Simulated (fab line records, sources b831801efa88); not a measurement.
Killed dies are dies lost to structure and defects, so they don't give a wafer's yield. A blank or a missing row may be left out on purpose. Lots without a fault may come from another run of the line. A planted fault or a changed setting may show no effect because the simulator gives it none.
fab line records | flow sky130
record lots=6 wafers=18 last_day=50
route steps=708 shown VIA4@651 METAL5@661 PAD_OPEN@708
lots that met no fault: from a run of the same line without faults
start_h: hours from the record's first day to the start of the lot's first wafer shown | wait_h: hours since the lot's step before | " the same as in the row above | L1.1+2: a row that stands for several wafers | - no value, or no start given | * or withheld: withheld | < > ~ a bound
route shown NAME@n: a module of which the file shows steps, and the number in the route of the first | usual: mean/standard deviation of fault-free wafers | same: alike in all rows | chamber/n: place in a boat | sites: the reading at each site | _std_site: their standard deviation | _edge_site: outer sites' mean less inner sites' | radius_mm: how far each site lies from the wafer's centre | mask NAME#n: copy n | behind: the tool/chamber that last shaped the wafer | hold: why the lot was held/for how many hours/how that ended | device: the transistor (n, p or np) that didn't switch | end of line: the same wafers' tests at the end of the route | a step without rows: its recipe alone | killed: dies lost to structure and defects at the first sort, not the wafer's yield | map: a wafer's dies, x killed, . not, _ none there
set.NAME: the setting as run; set.NAME@STEP: as run at that earlier step | model.NAME: the simulator's own value behind a step, which no gauge read
lots at some steps of the route; a table a step, a row a wafer
services: from which hour (start_h, from the record's first day; less than 0 if before it) a tool's chamber was out of use, for how many hours, and why
## steps
# step SKY_VIA4_ETCH_12
# recipe target=SiO2 chemistry=C4F8/O2/Ar stop_on=TiN mask_material=NOVOLAK source_w=1500 bias_w=1200 pressure_mtorr=40 c4f8_flow_sccm=withheld O2_flow_sccm=6 Ar_flow_sccm=300 time_s=withheld target_depth_a=5800
# step SKY_VIA4_STRIP_13
# recipe chemistry=O2/N2 power_w=1400 pressure_mtorr=1500 platen_temp_c=withheld o2_flow_sccm=3000 n2_flow_sccm=300 overash_fraction=0.5
# step SKY_VIA4_STRIP_14
# recipe chemistry=post_etch_residue_remover time_s=1200 temp_c=72.5
# step SKY_VIA4_CLEAN_15
# recipe chemistry=IPA time_s=180 temp_c=25
# step SKY_VIA4_CLEAN_16
# recipe chemistry=O3/DIW dry=n2_spin
# step SKY_VIA4_SPUTTER_17
# recipe material=TiN target_thk_nm=20 chamber_pressure_pa=5 power_w=4000 time_s=80
# step SKY_VIA4_CVD_18
# recipe material=W target_thk_nm=505 time_s=152.14 temp_c=400 pressure_torr=40
# usual heater_power_w=781/61
# columns lot.wafer tool chamber start_h wait_h heater_power_w since_wet_clean_h
L310.2 cvd_w-02 1 1032.08 0.0 841 114
L310.3 " 1 " " 841 -
L310.6 " 1 " " 859 -
L314.1 cvd_w-02 0 1101.51 0.0 750 184
L314.5 " 0 " " 747 -
L314.6 " 1 " " 853 -
L319.1 cvd_w-02 1 1103.71 0.0 869 186
L319.2 " 0 " " 745 186
L319.5 " 0 " " 742 -
L316.2 cvd_w-01 1 1104.48 0.0 760 701
L316.3 " 1 " " 764 -
L316.6 " 1 " " 777 -
L322.1 cvd_w-02 1 1107.39 0.0 862 189
L322.2 " 0 " " 770 189
L322.5 " 0 " " 751 -
L331.1 cvd_w-02 0 1141.15 0.0 751 223
L331.2 " 1 " " 863 223
L331.5 " 0 " " 772 -
# step SKY_VIA4_RS_MEAS_19
# recipe thk_meas_gauge=four-point-probe reads=W_of_VIA4_CVD_18+TiN_of_VIA4_SPUTTER_17
# usual VIA4_W_RS=0.226/0.0035
# columns lot.wafer tool chamber start_h wait_h VIA4_W_RS[ohm/sq]
L310.2 film_metro-02 - 1032.25 0.1 0.227
L310.3 " - " " 0.226
L310.6 " - " " 0.226
L314.1 film_metro-02 - 1101.66 0.1 0.222
L314.5 " - " " 0.224
L314.6 " - " " 0.228
L319.1 film_metro-01 - 1103.86 0.1 0.232
L319.2 " - " " 0.222
L319.5 " - " " 0.220
L316.2 film_metro-01 - 1104.65 0.1 0.232
L316.3 " - " " 0.231
L316.6 " - " " 0.229
L322.1 film_metro-02 - 1107.54 0.1 0.230
L322.2 " - " " 0.224
L322.5 " - " " 0.224
L331.1 film_metro-03 - 1141.30 0.1 0.228
L331.2 " - " " 0.230
L331.5 " - " " 0.224
# step SKY_VIA4_THK_MEAS_20
# recipe thk_meas_gauge=xrf reads=W_of_VIA4_CVD_18
# usual VIA4_W_THK=499/9.6
# columns lot.wafer tool chamber start_h wait_h VIA4_W_THK[nm]
L310.2 film_metro-02 - 1032.36 0.1 501
L310.3 " - " " 502
L310.6 " - " " 500
L314.1 film_metro-02 - 1101.78 0.1 513
L314.5 " - " " 506
L314.6 " - " " 496
L319.1 film_metro-01 - 1103.98 0.1 479
L319.2 " - " " 502
L319.5 " - " " 505
L316.2 film_metro-01 - 1104.76 0.1 485
L316.3 " - " " 481
L316.6 " - " " 491
L322.1 film_metro-02 - 1107.66 0.1 490
L322.2 " - " " 503
L322.5 " - " " 501
L331.1 film_metro-03 - 1141.42 0.1 500
L331.2 " - " " 498
L331.5 " - " " 508
# step SKY_VIA4_CMP_21
# recipe stop_on=SiO2 t_overpolish_s=25 down_force_psi=3.5 platen_rpm=60 target_thk_nm=0 pad_velocity_m_s=0.94248
# usual edge_zone_pressure_frac=0.999/0.0048 motor_current_A=11.0/1.1 overpolish_run_s=25.000/0.0091 time_to_endpoint_s=124/6
# same t_overpolish_s=25
# columns lot.wafer tool chamber start_h wait_h edge_zone_pressure_frac motor_current_A overpolish_run_s time_to_endpoint_s
L310.2 cmp-02 1 1032.46 0.1 0.998 9.5 24.997 117
L310.3 " 3 " " 1.005 11.7 24.999 129
L310.6 " 0 " " 0.998 10.0 25.002 130
L314.1 cmp-02 1 1101.89 0.1 1.000 10.8 24.990 122
L314.6 " 0 " " 0.998 9.6 25.007 129
L314.5 " 1 " " 0.998 9.7 25.002 113
L319.2 cmp-02 1 1104.14 0.1 1.000 10.2 25.016 124
L319.1 " 2 " " 0.997 10.4 24.998 118
L319.5 " 0 " " 0.998 9.3 24.998 139
L316.3 cmp-01 2 1104.81 0.0 0.991 13.1 24.993 121
L316.2 " 3 " " 1.011 10.1 24.993 123
L316.6 " 3 " " 0.998 10.9 24.987 124
L322.2 cmp-01 2 1107.77 0.1 1.001 13.2 24.997 125
L322.1 " 3 " " 1.010 11.0 25.002 123
L322.5 " 2 " " 0.993 12.8 25.007 128
L331.1 cmp-01 2 1141.53 0.1 0.994 12.8 25.007 123
L331.2 " 0 " " 1.004 12.6 24.998 120
L331.5 " 3 " " 0.993 11.1 25.003 124
# step SKY_METAL5_SPUTTER_00
# recipe material=Ti target_thk_nm=15 power_w=3000 time_s=10 chamber_pressure_pa=0.4
# usual throttle_valve_pct=30.1/1.1
# columns lot.wafer tool chamber start_h wait_h throttle_valve_pct
L310.2 pvd_sputter-01 - 1032.71 0.2 28.8
L310.3 " - " " 28.5
L310.6 " - " " 30.7
L314.1 pvd_sputter-03 - 1102.14 0.2 29.8
L314.5 " - " " 32.0
L314.6 " - " " 31.6
L319.1 pvd_sputter-03 - 1104.34 0.1 31.4
L319.2 " - " " 31.7
L319.5 " - " " 31.2
L316.2 pvd_sputter-04 - 1105.11 0.2 30.0
L316.3 " - " " 28.7
L316.6 " - " " 30.5
L322.1 pvd_sputter-03 - 1108.02 0.1 31.2
L322.2 " - " " 31.7
L322.5 " - " " 29.8
L331.1 pvd_sputter-04 - 1141.83 0.2 30.3
L331.2 " - " " 29.6
L331.5 " - " " 30.0
# step SKY_METAL5_SPUTTER_01
# recipe material=TiN target_thk_nm=20 power_w=6500 time_s=16.7 chamber_pressure_pa=0.4
# usual throttle_valve_pct=30.2/1.1
# columns lot.wafer tool chamber start_h wait_h throttle_valve_pct
L310.2 pvd_sputter-01 - 1032.73 0.0 28.9
L310.3 " - " " 28.9
L310.6 " - " " 30.6
L314.1 pvd_sputter-03 - 1102.17 0.0 30.2
L314.5 " - " " 32.0
L314.6 " - " " 31.2
L319.1 pvd_sputter-03 - 1104.36 0.0 31.3
L319.2 " - " " 31.9
L319.5 " - " " 31.2
L316.2 pvd_sputter-04 - 1105.14 0.0 29.8
L316.3 " - " " 28.8
L316.6 " - " " 30.5
L322.1 pvd_sputter-03 - 1108.04 0.0 31.4
L322.2 " - " " 31.4
L322.5 " - " " 29.7
L331.1 pvd_sputter-04 - 1141.86 0.0 30.6
L331.2 " - " " 30.0
L331.5 " - " " 30.1
# step SKY_METAL5_SPUTTER_02
# recipe material=AlCu target_thk_nm=1150 power_w=10600 time_s=61.2 chamber_pressure_pa=0.4
# usual throttle_valve_pct=30.1/1.1
# columns lot.wafer tool chamber start_h wait_h throttle_valve_pct model.AlCu_of_METAL5_SPUTTER_02.thk_nm
L310.2 pvd_sputter-01 - 1032.76 0.0 29.0 1130
L310.3 " - " " 28.7 1144
L310.6 " - " " 30.6 1130
L314.1 pvd_sputter-03 - 1102.19 0.0 30.1 1137
L314.5 " - " " 31.5 1114
L314.6 " - " " 31.4 1138
L319.1 pvd_sputter-03 - 1104.39 0.0 31.4 1166
L319.2 " - " " 31.7 1134
L319.5 " - " " 31.3 1116
L316.2 pvd_sputter-04 - 1105.16 0.0 29.8 1162
L316.3 " - " " 28.6 1175
L316.6 " - " " 30.4 1138
L322.1 pvd_sputter-03 - 1108.07 0.0 31.1 1151
L322.2 " - " " 31.3 1161
L322.5 " - " " 30.1 1112
L331.1 pvd_sputter-04 - 1141.88 0.0 30.5 1141
L331.2 " - " " 29.6 1165
L331.5 " - " " 30.1 1158
# step SKY_METAL5_SPUTTER_03
# recipe material=Ti target_thk_nm=5 power_w=3000 time_s=3.3 chamber_pressure_pa=0.4
# usual throttle_valve_pct=30.1/1
# columns lot.wafer tool chamber start_h wait_h throttle_valve_pct
L310.2 pvd_sputter-01 - 1032.81 0.0 28.8
L310.3 " - " " 28.8
L310.6 " - " " 30.7
L314.1 pvd_sputter-03 - 1102.24 0.0 29.7
L314.5 " - " " 31.7
L314.6 " - " " 31.2
L319.1 pvd_sputter-03 - 1104.44 0.0 31.4
L319.2 " - " " 31.7
L319.5 " - " " 31.3
L316.2 pvd_sputter-04 - 1105.21 0.0 29.7
L316.3 " - " " 28.7
L316.6 " - " " 30.7
L322.1 pvd_sputter-03 - 1108.12 0.0 31.2
L322.2 " - " " 31.4
L322.5 " - " " 30.0
L331.1 pvd_sputter-04 - 1141.93 0.0 30.6
L331.2 " - " " 30.0
L331.5 " - " " 30.0
# step SKY_METAL5_SPUTTER_04
# recipe material=TiN target_thk_nm=70 power_w=6500 time_s=58.3 chamber_pressure_pa=0.4
# step SKY_METAL5_RS_MEAS_05
# recipe thk_meas_gauge=four-point-probe reads=TiN_of_METAL5_SPUTTER_04+Ti_of_METAL5_SPUTTER_03+AlCu_of_METAL5_SPUTTER_02+TiN_of_METAL5_SPUTTER_01+Ti_of_METAL5_SPUTTER_00
# usual METAL5_ALCU_RS=0.0271/0.00041
# columns lot.wafer tool chamber start_h wait_h METAL5_ALCU_RS[ohm/sq]
L310.2 film_metro-01 - 1032.90 0.0 0.0276
L310.3 " - " " 0.0273
L310.6 " - " " 0.0276
L314.1 film_metro-03 - 1102.31 0.0 0.0274
L314.5 " - " " 0.0280
L314.6 " - " " 0.0273
L319.1 film_metro-04 - 1104.51 0.0 0.0267
L319.2 " - " " 0.0275
L319.5 " - " " 0.0279
L316.2 film_metro-04 - 1105.30 0.0 0.0268
L316.3 " - " " 0.0265
L316.6 " - " " 0.0275
L322.1 film_metro-03 - 1108.18 0.0 0.0271
L322.2 " - " " 0.0268
L322.5 " - " " 0.0280
L331.1 film_metro-03 - 1142.00 0.0 0.0273
L331.2 " - " " 0.0267
L331.5 " - " " 0.0269
# step SKY_METAL5_THK_MEAS_06
# recipe thk_meas_gauge=xrf reads=AlCu_of_METAL5_SPUTTER_02
# usual METAL5_ALCU_THK=1114/18
# columns lot.wafer tool chamber start_h wait_h METAL5_ALCU_THK[nm]
L310.2 film_metro-01 - 1033.01 0.1 1097
L310.3 " - " " 1106
L310.6 " - " " 1093
L314.1 film_metro-03 - 1102.43 0.1 1104
L314.5 " - " " 1078
L314.6 " - " " 1103
L319.1 film_metro-04 - 1104.63 0.1 1141
L319.2 " - " " 1102
L319.5 " - " " 1089
L316.2 film_metro-04 - 1105.41 0.1 1133
L316.3 " - " " 1141
L316.6 " - " " 1097
L322.1 film_metro-03 - 1108.30 0.1 1118
L322.2 " - " " 1132
L322.5 " - " " 1082
L331.1 film_metro-03 - 1142.12 0.1 1123
L331.2 " - " " 1144
L331.5 " - " " 1134
# step SKY_METAL5_DEHYDRATE_07
# recipe temp_c=200 time_s=60
# step SKY_METAL5_HMDS_08
# recipe prime_time_s=60 prime_temp_c=120
# step SKY_METAL5_COAT_09
# recipe resist=NOVOLAK spin_rpm=3000 resist_thk_nm=1800
# step SKY_METAL5_SOFTBAKE_10
# recipe temp_c=90 time_s=60 resist=NOVOLAK
# step SKY_METAL5_EXPOSE_11
# recipe mask_id=MM5 na=0.6 source_shape=conventional sigma_outer=0.6 polarization=unpolarized target_cd_nm=1600 dose_mj=190
# step SKY_METAL5_PEB_12
# recipe temp_c=withheld time_s=* resist=NOVOLAK
# step SKY_METAL5_DEVELOP_13
# recipe resist=NOVOLAK developer=TMAH develop_time_s=60 dev_temp_c=23
# step SKY_METAL5_DESCUM_14
# recipe chemistry=O2 source_power_w=150 bias_power_w=0 pressure_mtorr=10 temp_c=40 time_s=11
# step SKY_METAL5_METAL_ETCH_15
# recipe target_depth_a=12600 stop_on=SiO2 over_etch_frac=0.2 time_s=252 chemistry=Cl2/BCl3 resist_sidewall_deg=86 pressure_mtorr=10 icp_w=900 bias_w=48.5 Cl2_flow_sccm=60 bcl3_flow_sccm=30
# usual drypump_motor_current_A=5.6/0.54 oes_product_au=0.894/0.0052 throttle_valve_pct=22.265/0.009
# columns lot.wafer tool chamber start_h wait_h drypump_motor_current_A oes_product_au rf_hours_counter_h throttle_valve_pct model.METAL5.feature_depth_nm model.etch.depth_nm
L310.2 rie_metal-04 1 1054.09 0.0 5.2 0.895 17 22.252 1260 1260
L310.3 " 0 " " 5.9 0.886 - 22.259 1255 1255
L310.6 " 1 " " 5.2 0.894 - 22.257 1261 1261
L314.1 rie_metal-02 1 1122.20 0.0 5.3 0.899 19 22.258 1266 1266
L314.5 " 0 " " 6.5 0.888 - 22.256 1246 1246
L314.6 " 1 " " 5.3 0.890 - 22.268 1269 1269
L319.1 rie_metal-02 1 1124.48 0.0 5.3 0.891 19 22.253 1261 1261
L319.2 " 0 " " 6.5 0.901 22 22.253 1265 1265
L319.5 " 1 " " 5.3 0.892 - 22.275 1245 1245
L316.2 rie_metal-01 1 1125.10 0.1 5.1 0.886 - 22.268 1258 1258
L316.3 " 1 " " 5.1 0.893 - 22.271 1253 1253
L316.6 " 1 " " 5.1 0.901 - 22.269 1269 1269
L322.1 rie_metal-01 1 1127.08 0.1 5.1 0.889 18 22.264 1259 1259
L322.2 " 1 " " 5.0 0.894 - 22.261 1256 1256
L322.5 " 1 " " 5.1 0.888 - 22.262 1241 1241
L331.1 rie_metal-02 0 1162.55 0.0 6.5 0.894 26 22.276 1250 1250
L331.2 " 1 " " 5.3 0.901 24 22.281 1260 1260
L331.5 " 0 " " 6.5 0.887 - 22.265 1253 1253
# step SKY_METAL5_STRIP_16
# recipe chemistry=O2/N2 power_w=1400 pressure_mtorr=1500 platen_temp_c=withheld o2_flow_sccm=3000 n2_flow_sccm=300 overash_fraction=0.5
# step SKY_PAD_OPEN_PROBE_99
# usual defect_limited_yield=82.8/2 killed_at_M0_to_M3=42/7.3 killed_at_M4_up=3.4/2 killed_at_contacts=24/5.8 killed_at_front_end=15/4.6 killed_at_other=0.3/0.62 killed_dies=84/9.8 killed_open=47/6.9 killed_short=38/6.3 sort_bin_3_pad_short=0.8/0.38 sort_bin_5_function=10.2/1.5 sort_bin_6_memory=6.2/1.1 sort_n_pass=408/9.8 sort_yield_pct=82.8/2
# same gross_dies=492 killed_at_back_side=0 sort_bin_4_leakage[%]=0 sort_bin_8_speed[%]=0
# columns lot.wafer tool chamber start_h wait_h defect_limited_yield[%] killed_at_M0_to_M3 killed_at_M4_up killed_at_contacts killed_at_front_end killed_at_other killed_dies killed_open killed_short sort_bin_3_pad_short[%] sort_bin_5_function[%] sort_bin_6_memory[%] sort_n_pass sort_yield_pct[%] model.etest.met5.rs_ohm_sq model.etest.met5.line_ohm_um
L310.2 prober-02 - 1098.96 0.1 82.1 59 4 17 8 0 88 48 40 0.8 10.2 6.9 404 82.1 0.02754 0.01713
L310.3 prober-02 - 1099.01 0.2 84.1 41 6 22 9 0 78 43 35 1.2 7.7 6.9 414 84.1 0.02726 0.01718
L310.6 prober-02 - 1099.16 0.2 86.4 33 2 17 15 0 67 39 28 0.8 8.3 4.5 425 86.4 0.02755 0.0172
L314.1 prober-01 - 1165.87 0.1 80.5 45 4 28 19 0 96 57 39 0.2 12.2 7.1 396 80.5 0.02765 0.01738
L314.5 prober-01 - 1166.07 0.2 82.5 41 3 28 14 0 86 46 40 1.4 10.8 5.3 406 82.5 0.02771 0.01722
L314.6 prober-01 - 1166.12 0.2 84.6 26 7 28 15 0 76 35 41 0.6 11.0 3.9 416 84.6 0.02768 0.01738
L319.1 prober-01 - 1168.87 0.1 85.6 38 4 11 18 0 71 43 28 1.4 7.3 5.7 421 85.6 0.0269 0.01688
L319.2 prober-01 - 1168.92 0.1 83.7 40 2 20 18 0 80 45 35 0.2 11.2 4.9 412 83.7 0.02757 0.01725
L319.5 prober-01 - 1169.07 0.2 84.3 38 2 18 19 0 77 44 33 0.6 9.3 5.7 415 84.3 0.02766 0.01738
L316.2 prober-02 - 1169.75 0.1 87.2 26 2 22 13 0 63 36 27 0.6 7.9 4.3 429 87.2 0.0268 0.01682
L316.3 prober-02 - 1169.80 0.2 82.5 39 4 31 12 0 86 44 42 1.4 9.6 6.5 406 82.5 0.02656 0.0167
L316.6 prober-02 - 1169.95 0.2 82.3 49 1 27 10 0 87 58 29 0.8 11.8 5.1 405 82.3 0.02755 0.01732
L322.1 prober-02 - 1171.20 0.1 83.3 55 1 18 8 0 82 40 42 0.8 8.9 6.9 410 83.3 0.02727 0.01701
L322.2 prober-02 - 1171.25 0.1 82.1 47 4 26 11 0 88 40 48 1.4 8.9 7.5 404 82.1 0.02692 0.01688
L322.5 prober-02 - 1171.40 0.2 82.5 49 4 30 3 0 86 46 40 0.6 9.6 7.3 406 82.5 0.02801 0.0175
L331.1 prober-02 - 1199.26 0.1 81.3 44 0 28 20 0 92 47 45 1.2 10.0 7.5 400 81.3 0.02739 0.01701
L331.2 prober-02 - 1199.31 0.1 84.1 40 2 28 8 0 78 47 31 0.6 10.2 5.1 414 84.1 0.0267 0.01666
L331.5 prober-02 - 1199.46 0.2 76.0 47 4 41 25 1 118 63 55 1.4 14.0 8.5 374 76.0 0.02672 0.01661
# killed by level:class
L310.2 VIA1:geometric_particle:open=17 METAL2:geometric_particle:short=8 VIA2:geometric_particle:open=7 CONTACT:geometric_particle:open=6 VIA1:geometric_particle:short=6 VIA3:geometric_particle:open=6 FIELD_ISO:geometric_particle:open=5 LI_CONTACT:geometric_particle:open=5
L310.3 CONTACT:geometric_particle:open=10 VIA1:geometric_particle:open=9 VIA2:geometric_particle:open=8 METAL2:geometric_particle:short=7 LI_CONTACT:geometric_particle:open=4 LOCAL_INTERCONNECT:geometric_particle:short=4 METAL4:geometric_particle:short=4 VIA2:geometric_particle:short=4
L310.6 VIA1:geometric_particle:open=10 FIELD_ISO:geometric_particle:short=5 CONTACT:geometric_particle:short=5 VIA2:geometric_particle:open=5 FIELD_ISO:geometric_particle:open=4 POLY_GATE:geometric_particle:open=4 LI_CONTACT:geometric_particle:open=4 METAL2:geometric_particle:short=4
L314.1 CONTACT:geometric_particle:open=15 VIA1:geometric_particle:open=11 VIA2:geometric_particle:open=8 VIA1:geometric_particle:short=7 CONTACT:geometric_particle:short=6 FIELD_ISO:geometric_particle:short=5 LI_CONTACT:geometric_particle:open=4 METAL2:geometric_particle:short=4
L314.5 VIA1:geometric_particle:open=10 CONTACT:geometric_particle:open=9 LI_CONTACT:geometric_particle:open=7 METAL2:geometric_particle:short=7 VIA3:geometric_particle:open=7 POLY_GATE:geometric_particle:open=5 METAL3:geometric_particle:short=5 FIELD_ISO:geometric_particle:short=4
L314.6 CONTACT:geometric_particle:open=9 LI_CONTACT:geometric_particle:open=6 VIA1:geometric_particle:open=6 FIELD_ISO:geometric_particle:short=5 METAL4:geometric_particle:short=5 FIELD_ISO:geometric_particle:open=4 LI_CONTACT:geometric_particle:short=4 CONTACT:geometric_particle:short=4
L319.1 VIA1:geometric_particle:open=10 VIA3:geometric_particle:open=9 POLY_GATE:geometric_particle:open=7 METAL1:geometric_particle:short=7 FIELD_ISO:geometric_particle:open=4 CONTACT:geometric_particle:open=4 METAL4:geometric_particle:short=4 VIA2:geometric_particle:open=4
L319.2 VIA1:geometric_particle:open=12 CONTACT:geometric_particle:open=9 METAL1:geometric_particle:short=8 POLY_GATE:geometric_particle:short=6 LI_CONTACT:geometric_particle:open=6 VIA2:geometric_particle:open=5 FIELD_ISO:geometric_particle:open=4 METAL3:geometric_particle:short=4
L319.5 VIA1:geometric_particle:open=10 LI_CONTACT:geometric_particle:open=7 FIELD_ISO:geometric_particle:short=5 POLY_GATE:geometric_particle:open=5 METAL2:geometric_particle:short=5 CONTACT:geometric_particle:open=5 METAL1:geometric_particle:short=4 VIA1:geometric_particle:short=4
L316.2 VIA1:geometric_particle:open=9 POLY_GATE:geometric_particle:open=8 LOCAL_INTERCONNECT:geometric_particle:short=8 CONTACT:geometric_particle:open=7 VIA1:geometric_particle:short=4 VIA2:geometric_particle:open=4 LI_CONTACT:geometric_particle:short=3 METAL4:geometric_particle:short=2
L316.3 CONTACT:geometric_particle:open=11 METAL2:geometric_particle:short=8 VIA1:geometric_particle:open=8 VIA2:geometric_particle:open=8 LOCAL_INTERCONNECT:geometric_particle:short=7 LI_CONTACT:geometric_particle:open=6 METAL1:geometric_particle:short=5 VIA1:geometric_particle:short=5
L316.6 CONTACT:geometric_particle:open=14 VIA1:geometric_particle:open=13 VIA3:geometric_particle:open=8 POLY_GATE:geometric_particle:open=6 METAL2:geometric_particle:short=6 VIA2:geometric_particle:open=6 CONTACT:geometric_particle:short=5 LI_CONTACT:geometric_particle:open=4
L322.1 VIA1:geometric_particle:open=11 VIA3:geometric_particle:open=10 CONTACT:geometric_particle:open=9 METAL2:geometric_particle:short=7 VIA2:geometric_particle:short=7 METAL1:geometric_particle:short=5 VIA2:geometric_particle:open=5 VIA1:geometric_particle:short=5
L322.2 CONTACT:geometric_particle:short=8 METAL2:geometric_particle:short=6 VIA1:geometric_particle:short=6 VIA1:geometric_particle:open=6 VIA3:geometric_particle:open=6 LI_CONTACT:geometric_particle:open=5 CONTACT:geometric_particle:open=5 METAL1:geometric_particle:short=5
L322.5 VIA1:geometric_particle:open=12 CONTACT:geometric_particle:open=11 VIA2:geometric_particle:open=10 LOCAL_INTERCONNECT:geometric_particle:short=7 LI_CONTACT:geometric_particle:open=6 VIA3:geometric_particle:short=6 VIA1:geometric_particle:short=5 METAL1:geometric_particle:short=4
L331.1 VIA1:geometric_particle:open=10 CONTACT:geometric_particle:short=8 LI_CONTACT:geometric_particle:open=8 VIA1:geometric_particle:short=6 VIA2:geometric_particle:open=6 FIELD_ISO:geometric_particle:short=5 CONTACT:geometric_particle:open=5 VIA3:geometric_particle:open=5
L331.2 VIA1:geometric_particle:open=13 CONTACT:geometric_particle:open=11 LI_CONTACT:geometric_particle:open=7 LOCAL_INTERCONNECT:geometric_particle:short=6 VIA3:geometric_particle:open=5 VIA2:geometric_particle:open=5 METAL2:geometric_particle:short=4 POLY_GATE:geometric_particle:open=3
L331.5 CONTACT:geometric_particle:open=16 VIA1:geometric_particle:short=12 VIA1:geometric_particle:open=12 LI_CONTACT:geometric_particle:open=10 POLY_GATE:geometric_particle:short=7 CONTACT:geometric_particle:short=7 VIA2:geometric_particle:open=6 FIELD_ISO:geometric_particle:open=5
## services
# columns tool chamber start_h hours kind
cmp-02 - 1008.72 4.3 pm
pvd_sputter-04 - 1020.20 3.7 repair
cvd_w-01 - 1028.83 0.9 repair
cvd_w-01 - 1029.77 28.1 pm
rie_metal-01 0 1036.98 2.0 repair
rie_metal-01 - 1044.82 1.4 pm
pvd_sputter-03 1 1045.05 - consumable_replace:kit
pvd_sputter-03 1 1045.05 18.0 scheduled_down
cmp-01 - 1050.40 1.1 repair
cvd_w-02 0 1059.97 10.6 repair
cmp-01 - 1062.40 1.6 repair
cmp-01 - 1063.49 0.7 repair
cmp-02 - 1070.42 0.4 repair
cmp-02 - 1084.04 4.0 pm
cvd_w-01 0 1089.97 2.4 repair
cmp-01 - 1093.63 1.4 repair
pvd_sputter-01 - 1116.66 6.5 repair
cvd_w-02 0 1122.67 1.3 repair
cmp-01 - 1133.82 1.1 repair
rie_metal-01 1 1135.37 19.3 repair
rie_metal-01 0 1149.34 2.4 repair
cmp-01 - 1150.09 4.7 pm
pvd_sputter-03 - 1154.19 2.2 repair
cmp-01 - 1155.71 1.1 repair
## key
first_sign none at tools or gauges
model_effect step=SKY_METAL5_SPUTTER_02 value=AlCu_of_METAL5_SPUTTER_02.thk_nm without=1150 struck=1114
model_effect step=SKY_METAL5_METAL_ETCH_15 value=METAL5.feature_depth_nm without=1259 struck=1243
model_effect step=SKY_PAD_OPEN_PROBE_99 value=etest.met5.rs_ohm_sq without=0.02696 struck=0.02783
met_at SKY_METAL5_SPUTTER_02
struck_wafers L319.5,L322.5
onset_between 1102.19 1104.39
fault kind=process_parameter_drift tool=pvd_sputter-03 chamber=- onset_h=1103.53 steps=SKY_METAL5_SPUTTER_02 channel=time_s offset=* shape=step end_h=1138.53 scope=struck_wafers_only acts_in=* stated=*
